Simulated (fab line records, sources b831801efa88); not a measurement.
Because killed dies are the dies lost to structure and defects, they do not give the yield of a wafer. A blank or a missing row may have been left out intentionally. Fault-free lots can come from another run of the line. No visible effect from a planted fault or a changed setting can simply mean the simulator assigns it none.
fab line records :: flow sky130
record
  lots=6
  wafers=18
  last-day=49
route steps=708 shown CONTACT@407 PAD_OPEN@708
lots untouched by any fault: they come from a run of this same line in which no faults occurred
start-h: hours from the record's opening day to when the first of the lot's shown wafers began :: wait-h: how many hours have passed since the lot's step before this one :: " same as the row above :: L1.1+2: a row that stands for several wafers :: - value missing, or start not given :: * or withheld: withheld :: < > ~ a bound
route shown NAME@n: NAME is a module with steps in the file, n the number in the route of the first one :: usual: mean/standard deviation taken from wafers without a fault :: same: alike in all rows :: chamber/n: place in a boat :: sites: each site's reading :: _std_site: standard deviation of those values :: _edge_site: the outer-site mean with the inner-site mean subtracted :: radius-mm: how far each site lies from the wafer's centre :: mask NAME#n: copy n :: behind: the tool/chamber that last shaped the wafer :: hold: cause of the lot's hold/its duration in hours/its outcome :: device: the n, p or np transistor that did not switch :: end of line: at the end of the route, the tests of the same wafers :: a step with no rows: only its recipe :: killed: the dies lost at the first sort to structure and to defects; this is not the yield of the wafer :: map: the dies of a wafer, with x for killed, . for not killed, _ for no die there
set.NAME: the setting that was run; set.NAME@STEP: the one run at that earlier step :: model.NAME: the simulator's own value behind a step, which no gauge read
lots seen at some steps along the route; tables by step, rows by wafer
services: when a tool's chamber went out of use (start-h, in hours from the record's first day, below 0 if earlier), for how many hours, and the reason
## steps
# step SKY_CONTACT_THK_MEAS_01
# recipe
  reads=Si3N4_of_CONTACT_CVD_00
# usual
  CONTACT_CVD_00_THK=75.2/0.98
lot.wafer: L796.3
tool: film-metro-03
chamber: -
start-h: 734.29
wait-h: -
CONTACT_CVD_00_THK[nm]: 74.5

lot.wafer: L796.4
tool: film-metro-03
chamber: -
start-h: 734.29
wait-h: -
CONTACT_CVD_00_THK[nm]: 76.9

lot.wafer: L796.5
tool: film-metro-03
chamber: -
start-h: 734.29
wait-h: -
CONTACT_CVD_00_THK[nm]: 75.7

lot.wafer: L803.3
tool: film-metro-04
chamber: -
start-h: 782.23
wait-h: -
CONTACT_CVD_00_THK[nm]: 74.4

lot.wafer: L803.4
tool: film-metro-04
chamber: -
start-h: 782.23
wait-h: -
CONTACT_CVD_00_THK[nm]: 76.3

lot.wafer: L803.5
tool: film-metro-04
chamber: -
start-h: 782.23
wait-h: -
CONTACT_CVD_00_THK[nm]: 75.9

lot.wafer: L808.2
tool: film-metro-02
chamber: -
start-h: 825.51
wait-h: -
CONTACT_CVD_00_THK[nm]: 73.5

lot.wafer: L808.4
tool: film-metro-02
chamber: -
start-h: 825.51
wait-h: -
CONTACT_CVD_00_THK[nm]: 74.6

lot.wafer: L808.6
tool: film-metro-02
chamber: -
start-h: 825.51
wait-h: -
CONTACT_CVD_00_THK[nm]: 75.5

lot.wafer: L809.2
tool: film-metro-03
chamber: -
start-h: 826.35
wait-h: -
CONTACT_CVD_00_THK[nm]: 73.2

lot.wafer: L809.3
tool: film-metro-03
chamber: -
start-h: 826.35
wait-h: -
CONTACT_CVD_00_THK[nm]: 73.7

lot.wafer: L809.5
tool: film-metro-03
chamber: -
start-h: 826.35
wait-h: -
CONTACT_CVD_00_THK[nm]: 75.6

lot.wafer: L810.1
tool: film-metro-03
chamber: -
start-h: 832.88
wait-h: -
CONTACT_CVD_00_THK[nm]: 74.1

lot.wafer: L810.2
tool: film-metro-03
chamber: -
start-h: 832.88
wait-h: -
CONTACT_CVD_00_THK[nm]: 74.3

lot.wafer: L810.3
tool: film-metro-03
chamber: -
start-h: 832.88
wait-h: -
CONTACT_CVD_00_THK[nm]: 73.0

lot.wafer: L811.1
tool: film-metro-02
chamber: -
start-h: 836.91
wait-h: -
CONTACT_CVD_00_THK[nm]: 74.5

lot.wafer: L811.2
tool: film-metro-02
chamber: -
start-h: 836.91
wait-h: -
CONTACT_CVD_00_THK[nm]: 74.8

lot.wafer: L811.3
tool: film-metro-02
chamber: -
start-h: 836.91
wait-h: -
CONTACT_CVD_00_THK[nm]: 74.5
# step SKY_CONTACT_HDPCVD_02
# recipe
  material=SiO2
  target-thk-nm=565
  sigma-open-frac=0.3
  time-s=94.2
  temp-c=600
  sih4-flow-sccm=60
  pressure-mtorr=6
# step SKY_CONTACT_THK_MEAS_03
# recipe
  reads=SiO2_of_CONTACT_HDPCVD_02
# usual
  CONTACT_HDPCVD_THK=564/5.1
lot.wafer: L796.3
tool: film-metro-03
chamber: -
start-h: 734.42
wait-h: 0.1
CONTACT_HDPCVD_THK[nm]: 573

lot.wafer: L796.4
tool: film-metro-03
chamber: -
start-h: 734.42
wait-h: 0.1
CONTACT_HDPCVD_THK[nm]: 564

lot.wafer: L796.5
tool: film-metro-03
chamber: -
start-h: 734.42
wait-h: 0.1
CONTACT_HDPCVD_THK[nm]: 568

lot.wafer: L803.3
tool: film-metro-02
chamber: -
start-h: 782.36
wait-h: 0.1
CONTACT_HDPCVD_THK[nm]: 560

lot.wafer: L803.4
tool: film-metro-02
chamber: -
start-h: 782.36
wait-h: 0.1
CONTACT_HDPCVD_THK[nm]: 570

lot.wafer: L803.5
tool: film-metro-02
chamber: -
start-h: 782.36
wait-h: 0.1
CONTACT_HDPCVD_THK[nm]: 564

lot.wafer: L808.2
tool: film-metro-04
chamber: -
start-h: 825.64
wait-h: 0.0
CONTACT_HDPCVD_THK[nm]: 565

lot.wafer: L808.4
tool: film-metro-04
chamber: -
start-h: 825.64
wait-h: 0.0
CONTACT_HDPCVD_THK[nm]: 562

lot.wafer: L808.6
tool: film-metro-04
chamber: -
start-h: 825.64
wait-h: 0.0
CONTACT_HDPCVD_THK[nm]: 569

lot.wafer: L809.2
tool: film-metro-04
chamber: -
start-h: 826.48
wait-h: 0.0
CONTACT_HDPCVD_THK[nm]: 570

lot.wafer: L809.3
tool: film-metro-04
chamber: -
start-h: 826.48
wait-h: 0.0
CONTACT_HDPCVD_THK[nm]: 568

lot.wafer: L809.5
tool: film-metro-04
chamber: -
start-h: 826.48
wait-h: 0.0
CONTACT_HDPCVD_THK[nm]: 564

lot.wafer: L810.1
tool: film-metro-03
chamber: -
start-h: 833.01
wait-h: 0.0
CONTACT_HDPCVD_THK[nm]: 567

lot.wafer: L810.2
tool: film-metro-03
chamber: -
start-h: 833.01
wait-h: 0.0
CONTACT_HDPCVD_THK[nm]: 566

lot.wafer: L810.3
tool: film-metro-03
chamber: -
start-h: 833.01
wait-h: 0.0
CONTACT_HDPCVD_THK[nm]: 563

lot.wafer: L811.1
tool: film-metro-03
chamber: -
start-h: 837.04
wait-h: 0.0
CONTACT_HDPCVD_THK[nm]: 563

lot.wafer: L811.2
tool: film-metro-03
chamber: -
start-h: 837.04
wait-h: 0.0
CONTACT_HDPCVD_THK[nm]: 566

lot.wafer: L811.3
tool: film-metro-03
chamber: -
start-h: 837.04
wait-h: 0.0
CONTACT_HDPCVD_THK[nm]: 560
# step SKY_CONTACT_CMP_04
# recipe
  material=SiO2
  down-force-psi=4
  platen-rpm=60
  pad-velocity-m-s=0.94248
# usual
  motor-current-A=11.9/1.4
  retaining-ring-pressure-frac=1.000/0.005
  time-to-endpoint-s=83/4.8
lot.wafer: L796.3
tool: cmp-01
chamber: 2
start-h: 734.46
wait-h: 0.0
motor-current-A: 10.0
retaining-ring-pressure-frac: 1.005
time-to-endpoint-s: 80

lot.wafer: L796.4
tool: cmp-01
chamber: 0
start-h: 734.46
wait-h: 0.0
motor-current-A: 13.1
retaining-ring-pressure-frac: 0.999
time-to-endpoint-s: 76

lot.wafer: L796.5
tool: cmp-01
chamber: 3
start-h: 734.46
wait-h: 0.0
motor-current-A: 12.2
retaining-ring-pressure-frac: 1.014
time-to-endpoint-s: 87

lot.wafer: L803.4
tool: cmp-01
chamber: 2
start-h: 782.45
wait-h: 0.1
motor-current-A: 9.4
retaining-ring-pressure-frac: 0.997
time-to-endpoint-s: 81

lot.wafer: L803.3
tool: cmp-01
chamber: 0
start-h: 782.45
wait-h: 0.1
motor-current-A: 12.6
retaining-ring-pressure-frac: 0.999
time-to-endpoint-s: 76

lot.wafer: L803.5
tool: cmp-01
chamber: 2
start-h: 782.45
wait-h: 0.1
motor-current-A: 10.0
retaining-ring-pressure-frac: 0.995
time-to-endpoint-s: 79

lot.wafer: L808.4
tool: cmp-01
chamber: 1
start-h: 825.69
wait-h: 0.0
motor-current-A: 12.2
retaining-ring-pressure-frac: 0.998
time-to-endpoint-s: 84

lot.wafer: L808.2
tool: cmp-01
chamber: 3
start-h: 825.69
wait-h: 0.0
motor-current-A: 13.4
retaining-ring-pressure-frac: 0.999
time-to-endpoint-s: 89

lot.wafer: L808.6
tool: cmp-01
chamber: 1
start-h: 825.69
wait-h: 0.0
motor-current-A: 12.1
retaining-ring-pressure-frac: 0.997
time-to-endpoint-s: 86

lot.wafer: L809.2
tool: cmp-02
chamber: 3
start-h: 826.58
wait-h: 0.1
motor-current-A: 10.6
retaining-ring-pressure-frac: 0.993
time-to-endpoint-s: 92

lot.wafer: L809.3
tool: cmp-02
chamber: 0
start-h: 826.58
wait-h: 0.1
motor-current-A: 10.8
retaining-ring-pressure-frac: 1.002
time-to-endpoint-s: 89

lot.wafer: L809.5
tool: cmp-02
chamber: 3
start-h: 826.58
wait-h: 0.1
motor-current-A: 10.6
retaining-ring-pressure-frac: 0.989
time-to-endpoint-s: 87

lot.wafer: L810.1
tool: cmp-01
chamber: 2
start-h: 833.07
wait-h: 0.1
motor-current-A: 10.0
retaining-ring-pressure-frac: 0.996
time-to-endpoint-s: 82

lot.wafer: L810.2
tool: cmp-01
chamber: 0
start-h: 833.07
wait-h: 0.1
motor-current-A: 13.0
retaining-ring-pressure-frac: 1.001
time-to-endpoint-s: 79

lot.wafer: L810.3
tool: cmp-01
chamber: 1
start-h: 833.07
wait-h: 0.1
motor-current-A: 12.3
retaining-ring-pressure-frac: 1.002
time-to-endpoint-s: 83

lot.wafer: L811.3
tool: cmp-01
chamber: 3
start-h: 837.16
wait-h: 0.1
motor-current-A: 13.2
retaining-ring-pressure-frac: 1.001
time-to-endpoint-s: 82

lot.wafer: L811.2
tool: cmp-01
chamber: 0
start-h: 837.16
wait-h: 0.1
motor-current-A: 12.6
retaining-ring-pressure-frac: 1.004
time-to-endpoint-s: 79

lot.wafer: L811.1
tool: cmp-01
chamber: 2
start-h: 837.16
wait-h: 0.1
motor-current-A: 9.3
retaining-ring-pressure-frac: 1.000
time-to-endpoint-s: 80
# step SKY_CONTACT_BOW_MEAS_05
# recipe
  mode=bow
# usual
  CONTACT_BOW=82/6.2
lot.wafer: L796.3
tool: film-metro-03
chamber: -
start-h: 734.80
wait-h: 0.3
CONTACT_BOW[um]: 75

lot.wafer: L796.4
tool: film-metro-03
chamber: -
start-h: 734.80
wait-h: 0.3
CONTACT_BOW[um]: 84

lot.wafer: L796.5
tool: film-metro-03
chamber: -
start-h: 734.80
wait-h: 0.3
CONTACT_BOW[um]: 90

lot.wafer: L803.3
tool: film-metro-04
chamber: -
start-h: 782.74
wait-h: 0.1
CONTACT_BOW[um]: 92

lot.wafer: L803.4
tool: film-metro-04
chamber: -
start-h: 782.74
wait-h: 0.1
CONTACT_BOW[um]: 81

lot.wafer: L803.5
tool: film-metro-04
chamber: -
start-h: 782.74
wait-h: 0.1
CONTACT_BOW[um]: 78

lot.wafer: L808.2
tool: film-metro-02
chamber: -
start-h: 826.01
wait-h: 0.2
CONTACT_BOW[um]: 88

lot.wafer: L808.4
tool: film-metro-02
chamber: -
start-h: 826.01
wait-h: 0.2
CONTACT_BOW[um]: 84

lot.wafer: L808.6
tool: film-metro-02
chamber: -
start-h: 826.01
wait-h: 0.2
CONTACT_BOW[um]: 73

lot.wafer: L809.2
tool: film-metro-03
chamber: -
start-h: 826.85
wait-h: 0.2
CONTACT_BOW[um]: 78

lot.wafer: L809.3
tool: film-metro-03
chamber: -
start-h: 826.85
wait-h: 0.2
CONTACT_BOW[um]: 84

lot.wafer: L809.5
tool: film-metro-03
chamber: -
start-h: 826.85
wait-h: 0.2
CONTACT_BOW[um]: 74

lot.wafer: L810.1
tool: film-metro-02
chamber: -
start-h: 833.37
wait-h: 0.2
CONTACT_BOW[um]: 85

lot.wafer: L810.2
tool: film-metro-02
chamber: -
start-h: 833.37
wait-h: 0.2
CONTACT_BOW[um]: 82

lot.wafer: L810.3
tool: film-metro-02
chamber: -
start-h: 833.37
wait-h: 0.2
CONTACT_BOW[um]: 96

lot.wafer: L811.1
tool: film-metro-02
chamber: -
start-h: 837.46
wait-h: 0.1
CONTACT_BOW[um]: 84

lot.wafer: L811.2
tool: film-metro-02
chamber: -
start-h: 837.46
wait-h: 0.1
CONTACT_BOW[um]: 78

lot.wafer: L811.3
tool: film-metro-02
chamber: -
start-h: 837.46
wait-h: 0.1
CONTACT_BOW[um]: 88
# step SKY_CONTACT_DEHYDRATE_06
# recipe
  temp-c=200
  time-s=60
# step SKY_CONTACT_HMDS_07
# recipe
  prime-time-s=60
  prime-temp-c=120
# step SKY_CONTACT_COAT_08
# recipe
  resist=BARC
  temp-c=withheld
  time-s=withheld
  spin-rpm=3000
  resist-thk-nm=60
# step SKY_CONTACT_COAT_09
# recipe
  resist=KrF-thick
  spin-rpm=3000
  resist-thk-nm=450
# step SKY_CONTACT_SOFTBAKE_10
# recipe
  temp-c=100
  time-s=90
  resist=KrF-thick
# step SKY_CONTACT_EXPOSE_11
# recipe
  mask-id=CTM1
  na=0.8
  source-shape=annular
  sigma-inner=0.55
  sigma-outer=0.85
  target-cd-nm=170
  dose-mj=38
# step SKY_CONTACT_PEB_12
# recipe
  peb-temp-c=withheld
  peb-time-s=withheld
  resist=KrF-thick
# step SKY_CONTACT_DEVELOP_13
# recipe
  develop-time-s=57.99
  resist=KrF-thick
  dev-temp-c=21
# usual
  developer-temp-C=21.00/0.11
lot.wafer: L796.3
tool: litho-track-04
chamber: 0
start-h: 760
wait-h: -
developer-temp-C: 21.05

lot.wafer: L796.4
tool: litho-track-04
chamber: 0
start-h: 760
wait-h: -
developer-temp-C: 20.96

lot.wafer: L796.5
tool: litho-track-04
chamber: 0
start-h: 760
wait-h: -
developer-temp-C: 21.00

lot.wafer: L803.3
tool: litho-track-01
chamber: 0
start-h: 808
wait-h: -
developer-temp-C: 20.96

lot.wafer: L803.4
tool: litho-track-01
chamber: 0
start-h: 808
wait-h: -
developer-temp-C: 20.86

lot.wafer: L803.5
tool: litho-track-01
chamber: 0
start-h: 808
wait-h: -
developer-temp-C: 20.91

lot.wafer: L808.2
tool: litho-track-02
chamber: 0
start-h: 851
wait-h: -
developer-temp-C: 20.93

lot.wafer: L808.4
tool: litho-track-02
chamber: 0
start-h: 851
wait-h: -
developer-temp-C: 21.00

lot.wafer: L808.6
tool: litho-track-02
chamber: 0
start-h: 851
wait-h: -
developer-temp-C: 20.97

lot.wafer: L809.2
tool: litho-track-01
chamber: 0
start-h: 852
wait-h: -
developer-temp-C: 21.53

lot.wafer: L809.3
tool: litho-track-01
chamber: 0
start-h: 852
wait-h: -
developer-temp-C: 21.45

lot.wafer: L809.5
tool: litho-track-01
chamber: 0
start-h: 852
wait-h: -
developer-temp-C: 21.76

lot.wafer: L810.1
tool: litho-track-01
chamber: 0
start-h: 858
wait-h: -
developer-temp-C: 21.60

lot.wafer: L810.2
tool: litho-track-01
chamber: 0
start-h: 859
wait-h: -
developer-temp-C: 21.62

lot.wafer: L810.3
tool: litho-track-01
chamber: 0
start-h: 859
wait-h: -
developer-temp-C: 21.60

lot.wafer: L811.1
tool: litho-track-04
chamber: 0
start-h: 864
wait-h: -
developer-temp-C: 21.03

lot.wafer: L811.2
tool: litho-track-04
chamber: 0
start-h: 864
wait-h: -
developer-temp-C: 20.95

lot.wafer: L811.3
tool: litho-track-04
chamber: 0
start-h: 864
wait-h: -
developer-temp-C: 21.07
# step SKY_CONTACT_CD_MEAS_14
# recipe
  target-cd-nm=170
# usual
  cd-nm=170.2/1.4
lot.wafer: L796.3
tool: cd-sem-02
chamber: -
start-h: 760.57
wait-h: -
cd-nm: 170.0

lot.wafer: L796.4
tool: cd-sem-02
chamber: -
start-h: 760.57
wait-h: -
cd-nm: 170.1

lot.wafer: L796.5
tool: cd-sem-02
chamber: -
start-h: 760.57
wait-h: -
cd-nm: 169.1

lot.wafer: L803.3
tool: cd-sem-01
chamber: -
start-h: 808.98
wait-h: -
cd-nm: 170.6

lot.wafer: L803.4
tool: cd-sem-01
chamber: -
start-h: 808.98
wait-h: -
cd-nm: 170.0

lot.wafer: L803.5
tool: cd-sem-01
chamber: -
start-h: 808.98
wait-h: -
cd-nm: 170.4

lot.wafer: L808.2
tool: cd-sem-01
chamber: -
start-h: 851.29
wait-h: -
cd-nm: 168.2

lot.wafer: L808.4
tool: cd-sem-01
chamber: -
start-h: 851.29
wait-h: -
cd-nm: 168.2

lot.wafer: L808.6
tool: cd-sem-01
chamber: -
start-h: 851.29
wait-h: -
cd-nm: 168.8

lot.wafer: L809.2
tool: cd-sem-02
chamber: -
start-h: 852.51
wait-h: -
cd-nm: 173.7

lot.wafer: L809.3
tool: cd-sem-02
chamber: -
start-h: 852.51
wait-h: -
cd-nm: 171.3

lot.wafer: L809.5
tool: cd-sem-02
chamber: -
start-h: 852.51
wait-h: -
cd-nm: 171.5

lot.wafer: L810.1
tool: cd-sem-02
chamber: -
start-h: 859.14
wait-h: -
cd-nm: 169.9

lot.wafer: L810.2
tool: cd-sem-02
chamber: -
start-h: 859.14
wait-h: -
cd-nm: 171.3

lot.wafer: L810.3
tool: cd-sem-02
chamber: -
start-h: 859.14
wait-h: -
cd-nm: 170.3

lot.wafer: L811.1
tool: cd-sem-01
chamber: -
start-h: 865.06
wait-h: -
cd-nm: 168.5

lot.wafer: L811.2
tool: cd-sem-01
chamber: -
start-h: 865.06
wait-h: -
cd-nm: 170.8

lot.wafer: L811.3
tool: cd-sem-01
chamber: -
start-h: 865.06
wait-h: -
cd-nm: 167.9
# step SKY_PAD_OPEN_PROBE_99
# usual
  killed_at_M0_to_M3=43/7.6
  killed_at_M4_up=2.8/1.9
  killed-at-contacts=24/4.7
  killed-at-front-end=16/4.4
  killed-at-other=0.2/0.4
  killed-dies=86/9.9
  killed-open=47/8.2
  killed-short=39/6.3
# same
  gross-dies=492
  killed-at-back-side=0
lot.wafer: L796.3
tool: prober-02
chamber: -
start-h: 1096.74
wait-h: 0.2
killed_at_M0_to_M3: 39
killed_at_M4_up: 4
killed-at-contacts: 29
killed-at-front-end: 17
killed-at-other: 0
killed-dies: 89
killed-open: 46
killed-short: 43

lot.wafer: L796.4
tool: prober-02
chamber: -
start-h: 1096.79
wait-h: 0.2
killed_at_M0_to_M3: 44
killed_at_M4_up: 5
killed-at-contacts: 30
killed-at-front-end: 22
killed-at-other: 0
killed-dies: 101
killed-open: 50
killed-short: 51

lot.wafer: L796.5
tool: prober-02
chamber: -
start-h: 1096.84
wait-h: 0.2
killed_at_M0_to_M3: 36
killed_at_M4_up: 2
killed-at-contacts: 25
killed-at-front-end: 13
killed-at-other: 1
killed-dies: 77
killed-open: 42
killed-short: 35

lot.wafer: L803.3
tool: prober-02
chamber: -
start-h: 1132.16
wait-h: 0.2
killed_at_M0_to_M3: 44
killed_at_M4_up: 4
killed-at-contacts: 25
killed-at-front-end: 18
killed-at-other: 0
killed-dies: 91
killed-open: 53
killed-short: 38

lot.wafer: L803.4
tool: prober-02
chamber: -
start-h: 1132.21
wait-h: 0.2
killed_at_M0_to_M3: 36
killed_at_M4_up: 6
killed-at-contacts: 25
killed-at-front-end: 17
killed-at-other: 0
killed-dies: 84
killed-open: 38
killed-short: 46

lot.wafer: L803.5
tool: prober-02
chamber: -
start-h: 1132.26
wait-h: 0.2
killed_at_M0_to_M3: 38
killed_at_M4_up: 6
killed-at-contacts: 23
killed-at-front-end: 13
killed-at-other: 1
killed-dies: 81
killed-open: 36
killed-short: 45

lot.wafer: L810.1
tool: prober-01
chamber: -
start-h: 1170.57
wait-h: 0.1
killed_at_M0_to_M3: 46
killed_at_M4_up: 1
killed-at-contacts: 27
killed-at-front-end: 15
killed-at-other: 0
killed-dies: 89
killed-open: 48
killed-short: 41

lot.wafer: L810.2
tool: prober-01
chamber: -
start-h: 1170.62
wait-h: 0.1
killed_at_M0_to_M3: 40
killed_at_M4_up: 0
killed-at-contacts: 25
killed-at-front-end: 10
killed-at-other: 0
killed-dies: 75
killed-open: 43
killed-short: 32

lot.wafer: L810.3
tool: prober-01
chamber: -
start-h: 1170.67
wait-h: 0.2
killed_at_M0_to_M3: 48
killed_at_M4_up: 2
killed-at-contacts: 31
killed-at-front-end: 10
killed-at-other: 1
killed-dies: 92
killed-open: 41
killed-short: 51
# killed by level:class
L796.3 CONTACT:geometric-particle:open=10 VIA3:geometric-particle:open=9 CONTACT:geometric-particle:short=7 VIA2:geometric-particle:open=7 VIA1:geometric-particle:short=6 VIA1:geometric-particle:open=6 LI_CONTACT:geometric-particle:open=5 METAL2:geometric-particle:short=5
L796.4 VIA1:geometric-particle:open=15 LI_CONTACT:geometric-particle:open=10 LOCAL_INTERCONNECT:geometric-particle:short=10 POLY_GATE:geometric-particle:open=9 VIA1:geometric-particle:short=7 POLY_GATE:geometric-particle:short=5 CONTACT:geometric-particle:short=5 METAL4:geometric-particle:short=5
L796.5 CONTACT:geometric-particle:open=10 METAL3:geometric-particle:short=8 VIA3:geometric-particle:open=7 LI_CONTACT:geometric-particle:open=6 METAL2:geometric-particle:short=5 VIA1:geometric-particle:open=5 FIELD_ISO:geometric-particle:open=4 LOCAL_INTERCONNECT:geometric-particle:short=4
L803.3 VIA1:geometric-particle:open=11 CONTACT:geometric-particle:open=8 METAL2:geometric-particle:short=8 LI_CONTACT:geometric-particle:open=7 METAL1:geometric-particle:short=6 POLY_GATE:geometric-particle:open=5 METAL1:geometric-particle:open=4 VIA2:geometric-particle:open=4
L803.4 LI_CONTACT:geometric-particle:open=10 METAL1:geometric-particle:short=9 VIA1:geometric-particle:open=7 LOCAL_INTERCONNECT:geometric-particle:short=6 CONTACT:geometric-particle:open=6 METAL4:geometric-particle:short=6 POLY_GATE:geometric-particle:short=5 VIA3:geometric-particle:open=5
L803.5 LOCAL_INTERCONNECT:geometric-particle:short=8 METAL1:geometric-particle:short=7 VIA1:geometric-particle:open=7 METAL2:geometric-particle:short=6 CONTACT:geometric-particle:open=5 VIA2:geometric-particle:short=5 FIELD_ISO:geometric-particle:short=4 POLY_GATE:geometric-particle:open=4
L810.1 VIA1:geometric-particle:open=10 CONTACT:geometric-particle:open=8 LI_CONTACT:geometric-particle:open=8 VIA3:geometric-particle:open=7 VIA1:geometric-particle:short=6 METAL1:geometric-particle:short=6 VIA2:geometric-particle:open=6 POLY_GATE:geometric-particle:short=5
L810.2 VIA1:geometric-particle:open=12 CONTACT:geometric-particle:open=8 LI_CONTACT:geometric-particle:open=7 METAL2:geometric-particle:short=7 METAL1:geometric-particle:short=6 FIELD_ISO:geometric-particle:short=4 LOCAL_INTERCONNECT:geometric-particle:short=4 VIA3:geometric-particle:open=4
L810.3 CONTACT:geometric-particle:short=11 VIA1:geometric-particle:open=11 LI_CONTACT:geometric-particle:open=8 LOCAL_INTERCONNECT:geometric-particle:short=6 VIA2:geometric-particle:open=6 METAL2:geometric-particle:short=5 CONTACT:geometric-particle:open=5 METAL1:geometric-particle:short=5
## services
tool: cmp-01
chamber: -
start-h: 744.00
hours: 4.0
kind: pm

tool: cmp-01
chamber: -
start-h: 748.00
hours: -
kind: consumable-replace:conditioner

tool: cmp-01
chamber: -
start-h: 748.00
hours: -
kind: consumable-replace:pad

tool: cmp-01
chamber: -
start-h: 748.00
hours: 8.8
kind: pm

tool: cmp-01
chamber: -
start-h: 814.65
hours: 0.2
kind: repair

tool: cmp-02
chamber: -
start-h: 834.68
hours: 5.2
kind: pm

tool: cmp-02
chamber: -
start-h: 850.21
hours: 0.8
kind: repair
## key
first-sign
  step=SKY_CONTACT_DEVELOP_13
  reading=developer-temp-C
  direction=up
  sigmas=5.4
  usual=*
  struck=*
effect none on later readings
met-at SKY_CONTACT_DEVELOP_13
struck-wafers L809.2,L809.3,L809.5,L810.1,L810.2,L810.3
tester-left-out L809,L810
onset-between 808 852
fault
  kind=process-parameter-drift
  tool=litho-track-01
  chamber=-
  onset-h=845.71
  steps=SKY_CONTACT_DEVELOP_13
  channel=dev-temp-c
  offset=*
  shape=step
  end-h=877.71
  acts-in=*
  stated=*
# tester-left-out: of these lots the tester's yield and bins aren't shown, on N5 and GAA mostly nor the transistor test; their killed dies are dies lost to structure and defects alone, not to doping, threshold or leakage, so they don't give the yield
